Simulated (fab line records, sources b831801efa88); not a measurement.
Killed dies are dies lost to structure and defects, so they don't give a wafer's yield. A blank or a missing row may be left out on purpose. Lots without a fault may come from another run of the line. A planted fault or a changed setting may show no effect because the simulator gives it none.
A struck lot beside a sound one | flow sfq_line | 14 steps out of a route of 325
Sound: wafers L911.3, L911.4, L911.6. Struck: wafers L908.1, L908.2, L908.3. The cause comes at the end.
At each step with rows: each side's tool, then ch and its chambers, then its first start. Under that, the readings that differ: sound wafers | struck wafers | difference of the means | sigmas: that difference in standard deviations of wafers without a fault.
alike: readings whose means differ by less than 2 such deviations, and words and numbers that are the same on both sides. not compared: withheld readings, readings that some wafer has no value for, bounds like >300 that may hide the same value, and numbers for which the record gives no deviation and whose values overlap.
The two part at a step that has a row with sigmas, a row that says differs or no value, or rows on one side only. Numbers that don't overlap but have no deviation are shown without sigmas and don't part them. A reading that every wafer of one side lacks parts them only if that side has two wafers or more.

first, 2 steps without rows for these wafers: SFQ_TRILAYER_R5_LITHO_PEB_139 (peb time 60 s); SFQ_TRILAYER_R5_LITHO_DEVELOP_138 (time 60 s).
SFQ_R5_OVL_MEAS_935:
  sound on overlay-02, day 65 23:18; struck on overlay-02, day 65 09:51
  alike: R5_OVL
SFQ_TRILAYER_R5_BARC_OPEN_METAL_ETCH_177: etches BARC in O2, target depth 125 nm, time 41.7 s.
  sound on rie_metal-02 ch 0,1, day 65 23:21; struck on rie_metal-03 ch 0,1, day 65 09:53
  reading                     | sound       | struck      | difference | sigmas
  drypump_motor_current_A (A) | 6.8 6.4 6.8 | 6.3 5.4 5.4 | -1.0       | -2
  alike: oes_product_au
  not compared: rf_hours_counter_h
SFQ_TRILAYER_R5_ETCH_METAL_ETCH_139: etches the open film in Cl2, stops on SiO2, target depth 60 nm, time 40 s.
  sound on rie_metal-02 ch 0,1, day 65 23:25; struck on rie_metal-03 ch 0,1, day 65 09:56
  reading                     | sound       | struck      | difference | sigmas
  drypump_motor_current_A (A) | 6.8 6.4 6.8 | 6.3 5.4 5.4 | -1.0       | -2
  alike: oes_product_au
  not compared: rf_hours_counter_h
SFQ_TRILAYER_R5_STRIP_STRIP_140: strips in O2.
  sound on rie_metal-02 ch 0,1, day 65 23:39; struck on rie_metal-03 ch 0,1, day 65 10:00
  reading                     | sound       | struck      | difference | sigmas
  drypump_motor_current_A (A) | 6.8 6.4 6.8 | 6.3 5.5 5.4 | -0.9       | -2
  alike: oes_product_au
  not compared: rf_hours_counter_h
then, 1 step without rows for these wafers: SFQ_TRILAYER_R5_STRIP_SOLV_CLEAN_141 (cleans in NMP, time 600 s).
SFQ_TRILAYER_A5C_DEP_PECVD_142: deposits SiO2 from SiH4/N2O, time 15.556 s, target thk 70 nm.
  sound on pecvd-01 ch 0,1,2, day 66 00:13; struck on pecvd-02 ch 0,1,2, day 65 10:47
  alike: heater_power_w, susceptor_temp_C, throttle_valve_pct
then, 4 steps without rows for these wafers: SFQ_TRILAYER_I5_LITHO_COAT_149 (resist thk 62 nm); SFQ_TRILAYER_I5_LITHO_COAT_144 (resist thk 650 nm); SFQ_TRILAYER_I5_LITHO_SOFTBAKE_148; SFQ_TRILAYER_I5_LITHO_EXPOSE_145 (exposes mask I5, target cd 700 nm).
-- the record jumps here: 5 days lie between the struck wafers' starts before and after --
SFQ_TRILAYER_I5_LITHO_PEB_147: peb time 60 s.
  sound on litho_track-04 ch 0, day 70 17:07; struck on litho_track-01, day 70 06:16
  no value came back on the struck wafers for chill_plate_temp_C (C), exhaust_pa (Pa); on the sound wafers chill_plate_temp_C (C) reads 23.19 23.03 23.03
then, 1 step without rows for these wafers: SFQ_TRILAYER_I5_LITHO_DEVELOP_146 (time 60 s).

WHERE THEY PART
First at SFQ_TRILAYER_R5_BARC_OPEN_METAL_ETCH_177; last, within this record, at SFQ_TRILAYER_I5_LITHO_PEB_147.

WHY: what the simulator had put in
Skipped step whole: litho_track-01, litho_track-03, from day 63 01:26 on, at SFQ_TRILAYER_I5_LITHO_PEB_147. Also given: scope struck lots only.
